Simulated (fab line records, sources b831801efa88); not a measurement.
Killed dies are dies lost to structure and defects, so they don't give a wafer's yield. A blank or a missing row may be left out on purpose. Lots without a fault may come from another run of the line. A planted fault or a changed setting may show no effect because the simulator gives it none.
One fault seen from 2 desks | flow sky130 | each desk has only its own numbers; what lay behind them comes last

THE TOOL OWNER'S DESK: cvd_w-01
The tool's own readings at SKY_VIA4_CVD_18 (deposits W, target thk 505 nm, time 152.14 s): means of the sampled wafers that have a number, for each lot that ran on this tool. A lot is out of limits, marked OUT, if its mean lies more than 4 standard deviations from the usual mean; the brackets give that distance.
Columns: A = heater_power_w at SKY_VIA4_CVD_18, usual 897 W; B = susceptor_temp_C at SKY_VIA4_CVD_18, usual 399.97 C
lot  | first seen here | A   | B
L917 | day 42 22:40    | 838 | 399.93
L919 | day 43 05:20    | 801 | 400.09
L932 | day 47 07:10    | 697 | 377.59 (-99 or more) OUT
L928 | day 47 10:48    | 711 | 377.67 (-99 or more) OUT
This desk's finding: out of limits on L928, L932; first on L932, day 47 07:10 (susceptor_temp_C at SKY_VIA4_CVD_18). In limits: L917, L919.

THE METROLOGY DESK
What the gauges read, lot by lot, whatever tool the lot ran on: means of the sampled wafers that have a number. A lot is out of limits, marked OUT, if its mean lies more than 4 standard deviations from the usual mean; the brackets give that distance.
Columns: A = VIA3_HDPCVD_THK at SKY_VIA3_THK_MEAS_01, usual 1635 nm; B = METAL4_OVL at SKY_METAL4_OVL_MEAS_14, usual -2 nm; C = VIA4_W_RS at SKY_VIA4_RS_MEAS_19, usual 0.224 ohm/sq; D = VIA4_W_THK at SKY_VIA4_THK_MEAS_20, usual 517 nm
lot  | first seen here | A    | B   | C               | D
L917 | day 38 16:10    | 1647 | -4  | 0.227           | 510
L919 | day 39 00:01    | 1645 | -0  | 0.231           | 500
L921 | day 40 00:19    | 1630 | -6  | 0.225           | 518
L932 | day 43 14:49    | 1648 | -2  | 0.342 (+33) OUT | 338 (-20) OUT
L928 | day 43 19:11    | 1614 | -8  | 0.340 (+32) OUT | 342 (-19) OUT
L929 | day 43 23:50    | 1650 | 0   | 0.220           | 526
L934 | day 44 07:50    | 1646 | 1   | 0.224           | 520
L935 | day 44 08:58    | 1634 | 3   | 0.224           | 521
L936 | day 44 14:38    | 1622 | -12 | 0.217           | 539
L939 | day 45 05:17    | 1641 | -1  | 0.223           | 521
This desk's finding: out of limits on L928, L932; first on L932, day 47 07:19 (VIA4_W_RS at SKY_VIA4_RS_MEAS_19). In limits: L917, L919, L921, L929, L934, L935, L936, L939.

PUT TOGETHER
The tool owner's desk could have raised an alarm at day 47 07:10, on L928, L932.
The metrology desk could have raised an alarm at day 47 07:19, on L928, L932.
Of the lots named, all ran SKY_VIA4_CVD_18 on cvd_w-01.

WHAT THE SIMULATOR HAD PUT IN
Process parameter drift: cvd_w-01, from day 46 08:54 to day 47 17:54, at SKY_VIA4_CVD_18. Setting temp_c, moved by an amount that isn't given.
Lots struck among those shown: L928, L932.
Hours from the fault's start to each desk's first reading out of limits: the tool owner's desk, 22; the metrology desk, 22.
